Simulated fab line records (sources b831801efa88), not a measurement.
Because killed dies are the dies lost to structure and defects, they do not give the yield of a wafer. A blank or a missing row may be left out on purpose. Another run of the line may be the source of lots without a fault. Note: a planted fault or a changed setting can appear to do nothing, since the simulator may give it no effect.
Which tool is to blame? || flow sky130 || Sampling: 15 lots, 45 wafers, 3 of 708 route steps

## WHAT THE GAUGES SHOWED, per wafer
SKY_CAPM_OVL_MEAS_12.
{"lot": "L967", "measured": "day 38 04:43", "on": "overlay-01", "CAPM_OVL (nm)": "-2.4 -1.6 1.0"}
{"lot": "L971", "measured": "day 39 11:25", "on": "overlay-02", "CAPM_OVL (nm)": "1.3 -1.0 0.4"}
{"lot": "L970", "measured": "day 39 15:28", "on": "overlay-01", "CAPM_OVL (nm)": "-1.0 -0.9 -2.2"}
{"lot": "L972", "measured": "day 39 23:49", "on": "overlay-02", "CAPM_OVL (nm)": "2.2 2.2 1.6"}
{"lot": "L973", "measured": "day 40 09:40", "on": "overlay-01", "CAPM_OVL (nm)": "1.0 2.0 -1.5"}
{"lot": "L976", "measured": "day 40 21:58", "on": "overlay-01", "CAPM_OVL (nm)": "1.5 2.6 3.7"}
{"lot": "L978", "measured": "day 41 21:31", "on": "overlay-02", "CAPM_OVL (nm)": "- - -"}
{"lot": "L979", "measured": "day 41 23:31", "on": "overlay-02", "CAPM_OVL (nm)": "- - -"}
{"lot": "L980", "measured": "day 42 06:04", "on": "overlay-01", "CAPM_OVL (nm)": "- - -"}
{"lot": "L981", "measured": "day 42 14:22", "on": "overlay-01", "CAPM_OVL (nm)": "-2.2 -0.8 -2.4"}
{"lot": "L984", "measured": "day 43 07:34", "on": "overlay-01", "CAPM_OVL (nm)": "1.7 0.6 -0.2"}
{"lot": "L985", "measured": "day 43 18:34", "on": "overlay-01", "CAPM_OVL (nm)": "1.2 1.8 0.2"}
{"lot": "L986", "measured": "day 43 21:52", "on": "overlay-01", "CAPM_OVL (nm)": "2.4 3.2 0.7"}
{"lot": "L988", "measured": "day 44 00:19", "on": "overlay-02", "CAPM_OVL (nm)": "-0.1 -0.6 0.3"}
{"lot": "L987", "measured": "day 44 02:13", "on": "overlay-02", "CAPM_OVL (nm)": "-2.4 -2.8 -2.8"}

## WHAT TOOL EACH LOT RAN ON (gives the tool, then ch and the chambers of the sampled wafers, and finally the start)
{"lot": "L967", "SKY_VIA2_STRIP_16": "plasma asher-03 ch 0,1, day 37 01:15", "SKY_CAPM_EXPOSE_09": "iline stepper-01 ch 0, day 37 16:11"}
{"lot": "L971", "SKY_VIA2_STRIP_16": "plasma asher-02 ch 0,1, day 38 08:37", "SKY_CAPM_EXPOSE_09": "iline stepper-02 ch 0, day 38 22:48"}
{"lot": "L970", "SKY_VIA2_STRIP_16": "plasma asher-03 ch 0,1, day 38 12:49", "SKY_CAPM_EXPOSE_09": "iline stepper-02 ch 0, day 39 02:34"}
{"lot": "L972", "SKY_VIA2_STRIP_16": "plasma asher-04 ch 0,1, day 38 21:25", "SKY_CAPM_EXPOSE_09": "iline stepper-01 ch 0, day 39 12:20"}
{"lot": "L973", "SKY_VIA2_STRIP_16": "plasma asher-03 ch 1, day 39 07:03", "SKY_CAPM_EXPOSE_09": "iline stepper-02 ch 0, day 39 21:00"}
{"lot": "L976", "SKY_VIA2_STRIP_16": "plasma asher-03 ch 0,1, day 39 19:45", "SKY_CAPM_EXPOSE_09": "iline stepper-02 ch 0, day 40 10:21"}
{"lot": "L978", "SKY_VIA2_STRIP_16": "plasma asher-02 ch 0,1, day 40 19:57", "SKY_CAPM_EXPOSE_09": "iline stepper-01, day 41 09:42"}
{"lot": "L979", "SKY_VIA2_STRIP_16": "plasma asher-02 ch 0,1, day 40 21:16", "SKY_CAPM_EXPOSE_09": "iline stepper-02, day 41 11:56"}
{"lot": "L980", "SKY_VIA2_STRIP_16": "plasma asher-03 ch 0,1, day 41 04:16", "SKY_CAPM_EXPOSE_09": "iline stepper-02, day 41 18:55"}
{"lot": "L981", "SKY_VIA2_STRIP_16": "plasma asher-03 ch 0,1, day 41 13:42", "SKY_CAPM_EXPOSE_09": "iline stepper-01 ch 0, day 42 03:06"}
{"lot": "L984", "SKY_VIA2_STRIP_16": "plasma asher-04 ch 0,1, day 42 07:27", "SKY_CAPM_EXPOSE_09": "iline stepper-02 ch 0, day 42 21:00"}
{"lot": "L985", "SKY_VIA2_STRIP_16": "plasma asher-04 ch 0,1, day 42 18:29", "SKY_CAPM_EXPOSE_09": "iline stepper-01 ch 0, day 43 07:13"}
{"lot": "L986", "SKY_VIA2_STRIP_16": "plasma asher-02 ch 0,1, day 42 22:09", "SKY_CAPM_EXPOSE_09": "iline stepper-01 ch 0, day 43 11:27"}
{"lot": "L988", "SKY_VIA2_STRIP_16": "plasma asher-04 ch 0,1, day 42 23:55", "SKY_CAPM_EXPOSE_09": "iline stepper-01 ch 0, day 43 13:32"}
{"lot": "L987", "SKY_VIA2_STRIP_16": "plasma asher-03 ch 0,1, day 43 02:10", "SKY_CAPM_EXPOSE_09": "iline stepper-02 ch 0, day 43 15:39"}
- SKY_VIA2_STRIP_16: strips in O2/N2.
- SKY_CAPM_EXPOSE_09: exposes mask CAPM, target cd 1000 nm.

## AS READ BY THE TOOLS THEMSELVES (means over the sampled wafers that have a number; for cases with no such wafer, the mark the record gives instead)
SKY_VIA2_STRIP_16.
{"lot": "L967", "tool": "plasma asher-03", "drypump motor current A (A)": 5.5, "oes product au (a.u.)": 0.399, "strip time to endpoint s (s)": 4.078}
{"lot": "L971", "tool": "plasma asher-02", "drypump motor current A (A)": 5.2, "oes product au (a.u.)": 0.396, "strip time to endpoint s (s)": 4.043}
{"lot": "L970", "tool": "plasma asher-03", "drypump motor current A (A)": 5.5, "oes product au (a.u.)": 0.402, "strip time to endpoint s (s)": 4.063}
{"lot": "L972", "tool": "plasma asher-04", "drypump motor current A (A)": 5.8, "oes product au (a.u.)": 0.401, "strip time to endpoint s (s)": 4.061}
{"lot": "L973", "tool": "plasma asher-03", "drypump motor current A (A)": 5.3, "oes product au (a.u.)": 0.399, "strip time to endpoint s (s)": 4.056}
{"lot": "L976", "tool": "plasma asher-03", "drypump motor current A (A)": 5.4, "oes product au (a.u.)": 0.401, "strip time to endpoint s (s)": 3.997}
{"lot": "L978", "tool": "plasma asher-02", "drypump motor current A (A)": 5.2, "oes product au (a.u.)": 0.394, "strip time to endpoint s (s)": 4.040}
{"lot": "L979", "tool": "plasma asher-02", "drypump motor current A (A)": 5.2, "oes product au (a.u.)": 0.396, "strip time to endpoint s (s)": 4.013}
{"lot": "L980", "tool": "plasma asher-03", "drypump motor current A (A)": 5.4, "oes product au (a.u.)": 0.399, "strip time to endpoint s (s)": 4.079}
{"lot": "L981", "tool": "plasma asher-03", "drypump motor current A (A)": 5.5, "oes product au (a.u.)": 0.403, "strip time to endpoint s (s)": 4.058}
{"lot": "L984", "tool": "plasma asher-04", "drypump motor current A (A)": 5.8, "oes product au (a.u.)": 0.397, "strip time to endpoint s (s)": 4.022}
{"lot": "L985", "tool": "plasma asher-04", "drypump motor current A (A)": 6.0, "oes product au (a.u.)": 0.400, "strip time to endpoint s (s)": 4.034}
{"lot": "L986", "tool": "plasma asher-02", "drypump motor current A (A)": 5.2, "oes product au (a.u.)": 0.391, "strip time to endpoint s (s)": 4.036}
{"lot": "L988", "tool": "plasma asher-04", "drypump motor current A (A)": 5.9, "oes product au (a.u.)": 0.401, "strip time to endpoint s (s)": 4.044}
{"lot": "L987", "tool": "plasma asher-03", "drypump motor current A (A)": 5.4, "oes product au (a.u.)": 0.399, "strip time to endpoint s (s)": 4.066}

SKY_CAPM_EXPOSE_09.
{"lot": "L967", "tool": "iline stepper-01", "exposure dose mJ cm2": 159.14, "focus offset nm (nm)": -0.2, "reticle temp C (C)": 23.02}
{"lot": "L971", "tool": "iline stepper-02", "exposure dose mJ cm2": 158.99, "focus offset nm (nm)": -0.6, "reticle temp C (C)": 22.95}
{"lot": "L970", "tool": "iline stepper-02", "exposure dose mJ cm2": 159.34, "focus offset nm (nm)": 0.1, "reticle temp C (C)": 22.98}
{"lot": "L972", "tool": "iline stepper-01", "exposure dose mJ cm2": 159.06, "focus offset nm (nm)": -0.3, "reticle temp C (C)": 22.92}
{"lot": "L973", "tool": "iline stepper-02", "exposure dose mJ cm2": 159.08, "focus offset nm (nm)": 0.1, "reticle temp C (C)": 22.98}
{"lot": "L976", "tool": "iline stepper-02", "exposure dose mJ cm2": 159.04, "focus offset nm (nm)": 0.3, "reticle temp C (C)": 22.90}
{"lot": "L978", "tool": "iline stepper-01", "exposure dose mJ cm2": "-", "focus offset nm (nm)": "-", "reticle temp C (C)": "-"}
{"lot": "L979", "tool": "iline stepper-02", "exposure dose mJ cm2": "-", "focus offset nm (nm)": "-", "reticle temp C (C)": "-"}
{"lot": "L980", "tool": "iline stepper-02", "exposure dose mJ cm2": "-", "focus offset nm (nm)": "-", "reticle temp C (C)": "-"}
{"lot": "L981", "tool": "iline stepper-01", "exposure dose mJ cm2": 158.94, "focus offset nm (nm)": 0.9, "reticle temp C (C)": 22.96}
{"lot": "L984", "tool": "iline stepper-02", "exposure dose mJ cm2": 158.78, "focus offset nm (nm)": 0.6, "reticle temp C (C)": 22.98}
{"lot": "L985", "tool": "iline stepper-01", "exposure dose mJ cm2": 159.09, "focus offset nm (nm)": -0.4, "reticle temp C (C)": 23.00}
{"lot": "L986", "tool": "iline stepper-01", "exposure dose mJ cm2": 158.98, "focus offset nm (nm)": -0.7, "reticle temp C (C)": 23.03}
{"lot": "L988", "tool": "iline stepper-01", "exposure dose mJ cm2": 159.02, "focus offset nm (nm)": -0.1, "reticle temp C (C)": 22.95}
{"lot": "L987", "tool": "iline stepper-02", "exposure dose mJ cm2": 158.95, "focus offset nm (nm)": 0.3, "reticle temp C (C)": 22.95}

## THE ANSWER, worked out from the rows above alone
Rule: what is usual is taken from the lots themselves. The widest of any qualifying gaps counts: lots, ordered by their means at a reading, are off when they make up no more than a third of the lots, leave a main group of 4 or more, and stand apart from it by 3 or more times the standard deviation of that group's means. A main group is skipped when, at the precision printed for the reading in the tables above, its means are all equal. A lot without any number at a reading at which 4 lots or more have one is off too. Any other lot the step has rows for is counted as sound. First the gauges in route order, then the tools' own readings, where a lot's mean is used as printed above. The first step at which some lot is off is used, and at that step the reading that is off furthest; a lot without a number counts as furthest.
Off: L978, L979, L980, seen at SKY_CAPM_OVL_MEAS_12 (CAPM_OVL). Without a number there: L978, L979, L980. The main group: mean 0.2 nm, standard deviation 1.6.
A tool fits if, at a process step before that reading, it ran every lot that is off, and no sound lot after the first of them. The gauges at SKY_CAPM_OVL_MEAS_12 aren't tried: what is off there is off at SKY_CAPM_EXPOSE_09 too, on other tools, and a gauge's error can't cause that. None of those tried fits.

## WHAT THE SIMULATOR HAD PUT IN
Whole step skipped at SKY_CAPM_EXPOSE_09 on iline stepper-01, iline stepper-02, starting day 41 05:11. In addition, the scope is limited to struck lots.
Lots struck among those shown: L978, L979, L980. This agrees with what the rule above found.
